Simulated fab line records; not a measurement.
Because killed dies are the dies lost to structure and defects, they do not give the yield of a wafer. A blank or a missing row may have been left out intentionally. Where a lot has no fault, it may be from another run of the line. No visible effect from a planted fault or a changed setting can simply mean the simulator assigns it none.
Which of the tools did it? -- flow sky130 -- 36 wafers from 12 lots sampled at 2 of the route's 708 steps

WHAT EACH GAUGE READ, for each wafer
SKY_CAP2M_RS_MEAS_03: uses a four-point probe to measure.
lot,measured,on,CAP2M_TIN_RS (ohm/sq)
L796,day 39 21:24,film metro-01,6.92 7.05 6.95
L798,day 40 13:37,film metro-01,6.96 6.93 6.93
L801,day 41 17:59,film metro-01,7.01 6.89 6.85
L805,day 42 12:01,film metro-01,6.74 6.77 6.86
L806,day 43 01:19,film metro-01,6.89 7.03 6.92
L808,day 43 14:40,film metro-02,6.89 6.97 7.01
L812,day 44 13:02,film metro-02,6.85 6.89 6.89
L813,day 44 19:37,film metro-01,6.78 6.77 6.75
L814,day 45 09:01,film metro-01,6.85 6.92 7.02
L816,day 45 23:59,film metro-04,6.84 6.96 6.81
L817,day 46 01:21,film metro-01,7.05 6.97 7.01
L818,day 46 02:07,film metro-01,6.97 6.93 6.90

SKY_METAL4_OVL_MEAS_14.
lot,measured,on,METAL4_OVL (nm)
L796,day 41 21:31,overlay-02,-9 -8 -10
L798,day 42 12:49,overlay-02,5 0 6
L801,day 43 16:34,overlay-01,-5 -9 -9
L805,day 44 10:31,overlay-02,-7 -4 -4
L806,day 44 22:37,overlay-01,-8 -11 -9
L808,day 45 11:19,overlay-02,-6 -5 2
L812,day 46 08:16,overlay-01,-4 -3 -9
L813,day 46 13:10,overlay-02,6 1 2
L814,day 47 02:07,overlay-01,-6 1 -6
L816,day 47 16:26,overlay-01,-6 -6 -8
L817,day 47 18:13,overlay-02,4 6 -5
L818,day 47 18:53,overlay-01,-2 -8 -3

WHAT TOOL EACH LOT RAN ON (gives the tool, then ch and the chambers of the sampled wafers, and finally the start)
Record: no process step prior to these readings.

AS READ BY THE TOOLS THEMSELVES (means over the sampled wafers that have a number; for cases with no such wafer, the mark the record gives instead)
The record holds no such reading with a usual standard deviation.

THE ANSWER, worked out from the rows above alone
Rule: the usual values come from the lots themselves. Put in order of their means at a reading, lots are off if they are a third of the lots or fewer, leave a main group of 4 or more, and stand apart from it by a gap of 3 or more times the standard deviation of the main group's means; of several such gaps the widest counts. If all means in a main group match to the digits the tables above print for the reading, that group is not used. A lot without any number at a reading at which 4 lots or more have one is off too. Any other lot the step has rows for is counted as sound. The gauges are gone through in route order, then the tools' own readings, and for those a lot's mean is taken as printed above. At the first step where some lot is off, the reading lying furthest off is the one used; lots without a number count as furthest.
None of the lots is off at any reading shown; this tells nothing.

WHAT WAS PUT IN BY THE SIMULATOR
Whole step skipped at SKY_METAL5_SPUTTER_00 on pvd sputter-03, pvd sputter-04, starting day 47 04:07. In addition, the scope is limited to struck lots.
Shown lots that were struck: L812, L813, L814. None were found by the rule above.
